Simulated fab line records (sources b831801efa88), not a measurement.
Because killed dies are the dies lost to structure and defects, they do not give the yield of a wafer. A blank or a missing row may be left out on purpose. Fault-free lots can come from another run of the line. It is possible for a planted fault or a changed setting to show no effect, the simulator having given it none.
What tool caused it? / flow sky130 / 13 lots with 36 wafers sampled at 5 steps, on a route of 708 steps

## WHAT EACH GAUGE READ, for each wafer
SKY_DNWELL_TW_MEAS_09.
lot=L246; measured=day 3 13:42; on=film metro-03; DNWELL_TW=1099 1103 1100
lot=L247; measured=day 3 21:44; on=film metro-04; DNWELL_TW=1099 1102 1107
lot=L249; measured=day 4 05:03; on=film metro-04; DNWELL_TW=1109 1105 1114
lot=L252; measured=day 4 22:20; on=film metro-04; DNWELL_TW=1087 1091
lot=L253; measured=day 5 02:59; on=film metro-01; DNWELL_TW=1111 1122
lot=L256; measured=day 5 21:10; on=film metro-04; DNWELL_TW=1089 1091
lot=L258; measured=day 6 11:17; on=film metro-04; DNWELL_TW=1100 1100 1099
lot=L259; measured=day 6 15:55; on=film metro-04; DNWELL_TW=1103 1096 1102
lot=L261; measured=day 7 13:05; on=film metro-04; DNWELL_TW=1098 1099 1098
lot=L262; measured=day 7 12:21; on=film metro-03; DNWELL_TW=1108 1106 1105
lot=L263; measured=day 7 19:39; on=film metro-03; DNWELL_TW=1110 1117 1113
lot=L266; measured=day 8 08:34; on=film metro-03; DNWELL_TW=1105 1102 1097
lot=L267; measured=day 8 10:27; on=film metro-01; DNWELL_TW=1127 1126 1126

SKY_NWELL_TW_MEAS_15.
lot=L246; measured=day 4 23:59; on=film metro-04; NWELL_TW=1795 1783 1800
lot=L247; measured=day 5 08:47; on=film metro-01; NWELL_TW=1818 1827 1826
lot=L249; measured=day 5 16:19; on=film metro-01; NWELL_TW=1826 1831 1828
lot=L252; measured=day 6 11:25; on=film metro-01; NWELL_TW=1830 1837
lot=L253; measured=day 6 15:26; on=film metro-04; NWELL_TW=1791 1791
lot=L256; measured=day 7 09:50; on=film metro-04; NWELL_TW=1800 1794
lot=L258; measured=day 8 01:55; on=film metro-03; NWELL_TW=1814 1822 1813
lot=L259; measured=day 8 07:17; on=film metro-03; NWELL_TW=1818 1818 1815
lot=L261; measured=day 9 06:43; on=film metro-04; NWELL_TW=1803 1804 1805
lot=L262; measured=day 9 06:28; on=film metro-04; NWELL_TW=1807 1809 1792
lot=L263; measured=day 9 13:38; on=film metro-01; NWELL_TW=1825 1827 1844
lot=L266; measured=day 10 04:32; on=film metro-04; NWELL_TW=1801 1802 1792
lot=L267; measured=day 10 06:52; on=film metro-01; NWELL_TW=1837 1833 1838

SKY_NWELL_TW_MEAS_26.
lot=L246; measured=day 5 18:02; on=film metro-01; NWELL_2_TW=497 495 496
lot=L247; measured=day 6 03:11; on=film metro-01; NWELL_2_TW=502 504 501
lot=L249; measured=day 6 10:08; on=film metro-04; NWELL_2_TW=491 490 489
lot=L252; measured=day 7 05:43; on=film metro-03; NWELL_2_TW=494 459
lot=L253; measured=day 7 09:59; on=film metro-01; NWELL_2_TW=498 463
lot=L256; measured=day 8 05:56; on=film metro-01; NWELL_2_TW=499 463
lot=L258; measured=day 8 23:01; on=film metro-04; NWELL_2_TW=491 492 492
lot=L259; measured=day 9 05:03; on=film metro-03; NWELL_2_TW=496 495 497
lot=L261; measured=day 10 05:02; on=film metro-03; NWELL_2_TW=493 494 495
lot=L262; measured=day 10 04:40; on=film metro-01; NWELL_2_TW=500 498 504
lot=L263; measured=day 10 12:08; on=film metro-04; NWELL_2_TW=492 492 491
lot=L266; measured=day 11 04:08; on=film metro-04; NWELL_2_TW=493 491 492
lot=L267; measured=day 11 06:04; on=film metro-04; NWELL_2_TW=490 488 491

## WHAT TOOL EACH LOT RAN ON (gives the tool, then ch and the chambers of the sampled wafers, and finally the start)
lot=L246; SKY_FIELD_ISO_ETCH_17=rie si-01 ch 1,2,3, day 2 15:09; SKY_NWELL_IMPLANT_24=implanter-03 ch 0, day 5 17:49
lot=L247; SKY_FIELD_ISO_ETCH_17=rie si-01 ch 2,3, day 2 23:16; SKY_NWELL_IMPLANT_24=implanter-02 ch 0, day 6 02:58
lot=L249; SKY_FIELD_ISO_ETCH_17=rie si-01 ch 0,2,3, day 3 07:21; SKY_NWELL_IMPLANT_24=implanter-02 ch 0, day 6 09:55
lot=L252; SKY_FIELD_ISO_ETCH_17=rie si-01 ch 1,2, day 3 22:27; SKY_NWELL_IMPLANT_24=implanter-02 ch 0, day 7 05:29
lot=L253; SKY_FIELD_ISO_ETCH_17=rie si-01 ch 0,2, day 4 03:48; SKY_NWELL_IMPLANT_24=implanter-02 ch 0, day 7 09:44
lot=L256; SKY_FIELD_ISO_ETCH_17=rie si-02 ch 2,3, day 4 19:03; SKY_NWELL_IMPLANT_24=implanter-02 ch 0, day 8 05:37
lot=L258; SKY_FIELD_ISO_ETCH_17=rie si-02 ch 2,3, day 5 07:27; SKY_NWELL_IMPLANT_24=implanter-03 ch 0, day 8 22:46
lot=L259; SKY_FIELD_ISO_ETCH_17=rie si-01 ch 0,1, day 5 13:13; SKY_NWELL_IMPLANT_24=implanter-01 ch 0, day 9 04:50
lot=L261; SKY_FIELD_ISO_ETCH_17=rie si-01 ch 2,3, day 5 23:12; SKY_NWELL_IMPLANT_24=implanter-03 ch 0, day 10 04:47
lot=L262; SKY_FIELD_ISO_ETCH_17=rie si-02 ch 2,3, day 6 03:33; SKY_NWELL_IMPLANT_24=implanter-01 ch 0, day 10 04:25
lot=L263; SKY_FIELD_ISO_ETCH_17=rie si-02 ch 0,2, day 6 08:12; SKY_NWELL_IMPLANT_24=implanter-01 ch 0, day 10 11:53
lot=L266; SKY_FIELD_ISO_ETCH_17=rie si-01 ch 0,1, day 7 03:55; SKY_NWELL_IMPLANT_24=implanter-02 ch 0, day 11 03:55
lot=L267; SKY_FIELD_ISO_ETCH_17=rie si-02 ch 0,1,2, day 7 07:07; SKY_NWELL_IMPLANT_24=implanter-03 ch 0, day 11 05:49
- SKY_FIELD_ISO_ETCH_17: etches Si in HBr/Cl2/O2, target depth 342 nm, time 97.7 s.
- SKY_NWELL_IMPLANT_24

## WHAT THE TOOLS THEMSELVES READ (means of the sampled wafers that have a number; where no wafer has one, the mark that the record gives instead)
SKY_FIELD_ISO_ETCH_17.
lot=L246; tool=rie si-01; drypump motor current A (A)=6.04; oes product au (a.u.)=0.994; throttle valve pct (%)=25.655
lot=L247; tool=rie si-01; drypump motor current A (A)=5.85; oes product au (a.u.)=0.991; throttle valve pct (%)=25.658
lot=L249; tool=rie si-01; drypump motor current A (A)=5.94; oes product au (a.u.)=0.995; throttle valve pct (%)=25.666
lot=L252; tool=rie si-01; drypump motor current A (A)=6.24; oes product au (a.u.)=0.994; throttle valve pct (%)=25.657
lot=L253; tool=rie si-01; drypump motor current A (A)=6.08; oes product au (a.u.)=1.000; throttle valve pct (%)=25.666
lot=L256; tool=rie si-02; drypump motor current A (A)=5.94; oes product au (a.u.)=1.010; throttle valve pct (%)=25.666
lot=L258; tool=rie si-02; drypump motor current A (A)=5.87; oes product au (a.u.)=1.009; throttle valve pct (%)=25.642
lot=L259; tool=rie si-01; drypump motor current A (A)=6.05; oes product au (a.u.)=0.995; throttle valve pct (%)=25.659
lot=L261; tool=rie si-01; drypump motor current A (A)=5.85; oes product au (a.u.)=0.989; throttle valve pct (%)=25.660
lot=L262; tool=rie si-02; drypump motor current A (A)=6.02; oes product au (a.u.)=1.005; throttle valve pct (%)=25.656
lot=L263; tool=rie si-02; drypump motor current A (A)=6.13; oes product au (a.u.)=1.011; throttle valve pct (%)=25.649
lot=L266; tool=rie si-01; drypump motor current A (A)=6.16; oes product au (a.u.)=0.996; throttle valve pct (%)=25.667
lot=L267; tool=rie si-02; drypump motor current A (A)=6.00; oes product au (a.u.)=0.999; throttle valve pct (%)=25.654

SKY_NWELL_IMPLANT_24.
lot=L246; tool=implanter-03; beam on s (s)=9.94; end station pressure torr (Torr)=4.95e-06; faraday current uA=52.0
lot=L247; tool=implanter-02; beam on s (s)=9.95; end station pressure torr (Torr)=4.96e-06; faraday current uA=52.1
lot=L249; tool=implanter-02; beam on s (s)=9.96; end station pressure torr (Torr)=5.11e-06; faraday current uA=52.1
lot=L252; tool=implanter-02; beam on s (s)=8.95; end station pressure torr (Torr)=5.42e-06; faraday current uA=58.3
lot=L253; tool=implanter-02; beam on s (s)=8.91; end station pressure torr (Torr)=5.18e-06; faraday current uA=59.0
lot=L256; tool=implanter-02; beam on s (s)=9.07; end station pressure torr (Torr)=5.37e-06; faraday current uA=57.4
lot=L258; tool=implanter-03; beam on s (s)=9.97; end station pressure torr (Torr)=5.04e-06; faraday current uA=52.1
lot=L259; tool=implanter-01; beam on s (s)=10.10; end station pressure torr (Torr)=4.96e-06; faraday current uA=51.4
lot=L261; tool=implanter-03; beam on s (s)=10.09; end station pressure torr (Torr)=5.06e-06; faraday current uA=51.3
lot=L262; tool=implanter-01; beam on s (s)=9.94; end station pressure torr (Torr)=5.30e-06; faraday current uA=52.3
lot=L263; tool=implanter-01; beam on s (s)=10.10; end station pressure torr (Torr)=5.00e-06; faraday current uA=51.3
lot=L266; tool=implanter-02; beam on s (s)=10.04; end station pressure torr (Torr)=4.62e-06; faraday current uA=51.7
lot=L267; tool=implanter-03; beam on s (s)=10.17; end station pressure torr (Torr)=5.04e-06; faraday current uA=51.1

## THE ANSWER, worked out from the rows above alone
Rule: what is usual is taken from the lots themselves. The widest of any qualifying gaps counts: lots, ordered by their means at a reading, are off when they make up no more than a third of the lots, leave a main group of 4 or more, and stand apart from it by 3 or more times the standard deviation of that group's means. A main group whose means are all the same, to the digits that the tables above print for the reading, isn't used. A lot without any number at a reading at which 4 lots or more have one is off too. Where the step has rows for the other lots, those lots are counted as sound. After the gauges, taken in route order, come the tools' own readings; for these a lot's mean is taken, as printed above. At the first step where some lot is off, the reading lying furthest off is the one used; lots without a number count as furthest.
Off at SKY_NWELL_IMPLANT_24 (faraday current uA): L252, L253, L256. The main group: mean 51.7, standard deviation 0.41.
A tool fits if, at that step or a process step before it, it ran every lot that is off, and no sound lot after the first of them. None of those tried fits.

## WHAT THE SIMULATOR HAD PUT IN
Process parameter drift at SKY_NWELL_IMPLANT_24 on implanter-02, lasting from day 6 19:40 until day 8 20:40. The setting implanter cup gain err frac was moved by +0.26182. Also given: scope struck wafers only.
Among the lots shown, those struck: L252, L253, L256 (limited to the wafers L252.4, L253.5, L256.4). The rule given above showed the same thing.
